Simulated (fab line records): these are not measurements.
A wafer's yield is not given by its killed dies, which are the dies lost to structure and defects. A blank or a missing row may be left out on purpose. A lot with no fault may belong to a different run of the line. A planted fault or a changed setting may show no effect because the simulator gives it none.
Struck lot and sound lot, side by side / flow sky130 / 17 out of 708 route steps
Sound: the wafers L212.1, L212.3, L212.6. Wafers L228.1, L228.2, L228.4 were the ones struck. The cause is given at the end.
At each step with rows: each side's tool, then ch and its chambers, then its first start. Under that, the readings that differ: sound wafers / struck wafers / difference of the means / sigmas: that difference in standard deviations of wafers without a fault.
alike: readings with means less than 2 such deviations apart, plus words and numbers identical on both sides. not compared: withheld readings, readings lacking a value on some wafer, bounds such as >300 that could conceal the same value, and numbers that have no deviation in the record and whose values overlap.
A row with sigmas, a row that says differs or no value, or rows on one side alone: a step with any of these is where the two part. Numbers that have no deviation but don't overlap get no sigmas and don't part them. A reading missing from all wafers of one side parts the sides only when that side holds two or more wafers.

SKY_VIA1_CMP_02: polishes SiO2.
  sound on cmp-01 ch 0,2,3, day 32 23:09; struck on cmp-02 ch 0,1,2, day 38 14:46
  alike: motor_current_A, slurry_flow_ml_min
SKY_VIA1_BOW_MEAS_03:
  sound: film_metro-03 at day 32 23:21; struck: film_metro-01 at day 38 15:01
  alike: VIA1_BOW
then, 8 steps without rows for these wafers: SKY_VIA1_DEHYDRATE_04 (time 60 s); SKY_VIA1_HMDS_05 (prime time 60 s); SKY_VIA1_COAT_06 (resist thk 60 nm); SKY_VIA1_COAT_07 (resist thk 450 nm); SKY_VIA1_SOFTBAKE_08 (time 90 s); SKY_VIA1_EXPOSE_09 (exposes mask VIM, target cd 150 nm); SKY_VIA1_PEB_10; SKY_VIA1_DEVELOP_11 (develop time 60 s).
SKY_VIA1_CD_MEAS_12: the cd target is 150 nm.
  sound: cd_sem-01 at day 34 01:55; struck: cd_sem-01 at day 39 15:46
  alike: cd_nm
SKY_VIA1_OVL_MEAS_13:
  sound: overlay-01 at day 34 02:02; struck: overlay-01 at day 39 15:53
  alike: VIA1_OVL
SKY_VIA1_ETCH_14: etches BARC in N2/H2, stops on SiO2, time 45.9 s, target depth 60 nm.
  sound on rie_diel-03 ch 0,1,3, day 34 02:05; struck on rie_diel-01 ch 0,1,3, day 39 15:56
reading=rf_fwd_power_W (W); sound=496.0 495.5 496.5; struck=573.5 572.5 576.0; difference=+78.0; sigmas=+35
reading=model.KrF-thick_of_VIA1_COAT_07.thk_nm (nm); sound=391.7 389.5 390.8; struck=387.9 387.5 388.3; difference=-2.8; sigmas=
  alike: chamber_pressure_mTorr, drypump_motor_current_A, n2_flow_sccm, oes_product_au, throttle_valve_pct
  not compared: rf_hours_counter_h
SKY_VIA1_ETCH_15: etches SiO2 in C4F8/O2/Ar, stops on TiN, target depth 351 nm, time 54 s.
  sound on rie_diel-03 ch 0,1,3, day 34 02:07; struck on rie_diel-01 ch 0,1,3, day 39 15:58
  alike: chamber_pressure_mTorr, oes_product_au, rf_fwd_power_W
  not compared: rf_hours_counter_h, model.KrF-thick_of_VIA1_COAT_07.thk_nm
SKY_VIA1_STRIP_16: strips in O2/N2.
  sound on plasma_asher-03 ch 0,1, day 34 02:10; struck on plasma_asher-04 ch 0,1, day 39 16:01
  alike: chamber_pressure_mTorr, drypump_motor_current_A, n2_flow_sccm, oes_product_au, strip_time_to_endpoint_s
  not compared: rf_hours_counter_h
then, 1 step without rows for these wafers: SKY_VIA1_STRIP_17 (strips in post etch residue remover, time 1200 s).
-- the record jumps here: 10 days lie between the struck wafers' starts before and after (it left off in module VIA1 and takes up again in module PAD_OPEN, whose first step shown is number 708 of the route) --
SKY_PAD_OPEN_PROBE_99:
  record: rows for the struck wafers here (prober-01, day 50 03:30), none for the sound ones

== WHERE THEY PART ==
Earliest at SKY_VIA1_ETCH_14; latest, in this record, at SKY_PAD_OPEN_PROBE_99.

WHY: the cause the simulator had injected
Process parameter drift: rie_diel-01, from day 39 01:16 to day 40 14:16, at SKY_VIA1_ETCH_14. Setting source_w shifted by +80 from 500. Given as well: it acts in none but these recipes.
